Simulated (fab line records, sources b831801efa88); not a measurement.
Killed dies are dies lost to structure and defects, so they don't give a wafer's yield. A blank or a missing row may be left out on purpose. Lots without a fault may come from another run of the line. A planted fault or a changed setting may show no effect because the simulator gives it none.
One fault seen from 2 desks | flow sky130 | each desk has only its own numbers; what lay behind them comes last

THE METROLOGY DESK
What the gauges read, lot by lot, whatever tool the lot ran on: means of the sampled wafers that have a number. A lot is out of limits, marked OUT, if its mean lies more than 4 standard deviations from the usual mean; the brackets give that distance.
Columns: A = LDD_HVN_TW at SKY_LDD_HVN_TW_MEAS_10, usual 1446; B = LDD_HVP_TW at SKY_LDD_HVP_TW_MEAS_10, usual 463; C = cd_nm at SKY_POLY_CUT_CD_MEAS_08, usual 270.5 nm
lot  | first seen here | A    | B   | C
L932 | day 20 09:00    | 1470 | 463 | 269.8
L933 | day 20 09:17    | 1437 | 457 | 268.4
L935 | day 21 01:57    | 1446 | 467 | 268.8
L937 | day 22 06:49    | 1429 | 461 | 267.6
L939 | day 23 04:31    | 1441 | 460 | 270.1
L944 | day 24 14:30    | 1437 | 467 | 270.9
L946 | day 25 16:20    | 1473 | 461 | 271.8
L947 | day 25 19:19    | 1426 | 467 | 268.6
L948 | day 26 06:19    | 1444 | 462 | 271.3
L949 | day 26 13:14    | 1445 | 467 | 271.3
L950 | day 26 21:48    | 1439 | 464 | 270.6
L951 | day 27 02:22    | 1471 | 461 | 270.6
L953 | day 27 21:41    | 1422 | 469 | 270.6
L954 | day 29 03:51    | 1433 | 455 | 272.0
This desk's finding: nothing out of limits on any of the 14 lots.

THE TOOL OWNER'S DESK: implanter-04
The tool's own readings at SKY_LDD_LDN_IMPLANT_10: means of the sampled wafers that have a number, for each lot that ran on this tool. A lot is out of limits, marked OUT, if its mean lies more than 4 standard deviations from the usual mean; the brackets give that distance.
Columns: A = beam_energy_keV at SKY_LDD_LDN_IMPLANT_10, usual 14.999
lot  | first seen here | A
L932 | day 22 21:33    | 14.998
L933 | day 22 22:22    | 14.999
L935 | day 23 13:55    | 14.790 (-49) OUT
L937 | day 24 16:50    | 14.792 (-48) OUT
L947 | day 28 15:49    | 14.996
This desk's finding: out of limits on L935, L937; first on L935, day 23 13:55 (beam_energy_keV at SKY_LDD_LDN_IMPLANT_10). In limits: L932, L933, L947.

PUT TOGETHER
The tool owner's desk could have raised an alarm at day 23 13:55, on L935, L937.
The metrology desk saw nothing out of limits.
The metrology desk has L935, L937 on record, within its limits.
Of the lots named, all ran SKY_LDD_LDN_IMPLANT_10 on implanter-04.

WHAT THE SIMULATOR HAD PUT IN
Process parameter drift: implanter-04, from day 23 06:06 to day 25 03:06, at SKY_LDD_LDN_IMPLANT_10. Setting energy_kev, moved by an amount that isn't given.
Lots struck among those shown: L935, L937.
Hours from the fault's start to each desk's first reading out of limits: the tool owner's desk, 8.
